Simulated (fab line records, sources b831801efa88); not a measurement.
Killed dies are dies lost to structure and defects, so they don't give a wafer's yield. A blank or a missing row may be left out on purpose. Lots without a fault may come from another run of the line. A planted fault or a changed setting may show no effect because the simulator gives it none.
Chamber matching | flow gf180mcu | GF_V3_CMP_04 on cmp-01: 4 sister chambers
The step polishes SiO2. 24 wafers are shown with their chamber, then 12 later ones without.

WAFERS WITH THEIR CHAMBER
wafer  | chamber | slurry_flow_ml_min | time_to_endpoint_s (s) | retaining_ring_pressure_frac
L075.2 | 1       | 149.4              | 70                     | 1.002
L075.3 | 2       | 150.5              | 79                     | 0.992
L075.6 | 2       | 149.9              | 76                     | 1.000
L076.1 | 2       | 151.0              | 76                     | 1.005
L076.2 | 0       | 149.7              | 82                     | 1.002
L076.5 | 2       | 150.1              | 89                     | 1.005
L077.1 | 0       | 150.4              | 72                     | 1.000
L077.4 | 3       | 149.9              | 80                     | 0.997
L077.6 | 0       | 150.6              | 80                     | 0.994
L079.3 | 0       | 149.4              | 81                     | 1.001
L079.5 | 0       | 149.9              | 82                     | 1.000
L079.6 | 3       | 149.9              | 73                     | 0.993
L080.3 | 1       | 150.2              | 70                     | 1.007
L080.4 | 0       | 150.2              | 82                     | 1.000
L080.6 | 2       | 150.3              | 86                     | 0.992
L083.2 | 0       | 149.7              | 85                     | 1.001
L083.3 | 2       | 150.1              | 69                     | 0.999
L083.4 | 3       | 149.9              | 77                     | 0.993
L085.1 | 2       | 150.5              | 66                     | 0.999
L085.2 | 1       | 149.6              | 72                     | 0.995
L085.5 | 1       | 149.1              | 73                     | 0.997
L086.3 | 1       | 149.4              | 76                     | 0.999
L086.4 | 0       | 150.2              | 82                     | 0.998
L086.5 | 0       | 150.4              | 87                     | 0.993

SIGNATURES (means of the wafers above)
reading                      | chamber 0 | chamber 1 | chamber 2 | chamber 3 | scatter within a chamber
slurry_flow_ml_min           | 150.056   | 149.540   | 150.343   | 149.900   | 0.371
time_to_endpoint_s           | 81.44     | 72.20     | 77.29     | 76.67     | 5.48
retaining_ring_pressure_frac | 0.99878   | 1.00000   | 0.99886   | 0.99433   | 0.00419
Rule: a wafer's distance from a chamber is the root of the sum, over the readings, of the square of ((its reading less the chamber's mean) divided by the reading's scatter). The wafer belongs to the nearest chamber; if the next one is less than 2 further off, it can't be placed. The scatter: the root of (the sum of the squares of (reading less its chamber's mean) over the shown wafers, divided by (wafers less chambers)).

WAFERS WITHOUT THEIR CHAMBER
wafer  | slurry_flow_ml_min | time_to_endpoint_s (s) | retaining_ring_pressure_frac
L088.1 | 150.1              | 71                     | 0.999
L088.4 | 150.0              | 83                     | 1.000
L088.6 | 150.0              | 86                     | 1.008
L093.3 | 149.7              | 72                     | 1.001
L093.4 | 150.0              | 92                     | 0.998
L093.6 | 149.6              | 82                     | 0.997
L094.2 | 150.2              | 85                     | 0.994
L094.4 | 150.1              | 75                     | 0.996
L094.5 | 150.0              | 74                     | 1.000
L095.1 | 150.5              | 72                     | 1.000
L095.2 | 149.8              | 68                     | 0.999
L095.3 | 150.4              | 72                     | 1.003

WHICH CHAMBER EACH WENT THROUGH
wafer  | from the rows above               | in truth
L088.1 | can't be placed: 2 or 1 or 3 or 0 | 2
L088.4 | can't be placed: 0 or 2 or 3 or 1 | 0
L088.6 | can't be placed: 0 or 2 or 1 or 3 | 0
L093.3 | can't be placed: 1 or 3 or 0 or 2 | 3
L093.4 | can't be placed: 0 or 2 or 3 or 1 | 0
L093.6 | can't be placed: 0 or 3 or 1 or 2 | 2
L094.2 | can't be placed: 0 or 3 or 2 or 1 | 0
L094.4 | can't be placed: 3 or 2 or 0 or 1 | 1
L094.5 | can't be placed: 2 or 1 or 0 or 3 | 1
L095.1 | can't be placed: 2 or 0 or 3 or 1 | 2
L095.2 | can't be placed: 1 or 3 or 2 or 0 | 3
L095.3 | can't be placed: 2 or 0 or 1 or 3 | 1
Placed correctly: 0 of 12. Can't be placed from these rows: 12 (the true chamber is among the candidates in 12). Placed wrongly: 0.
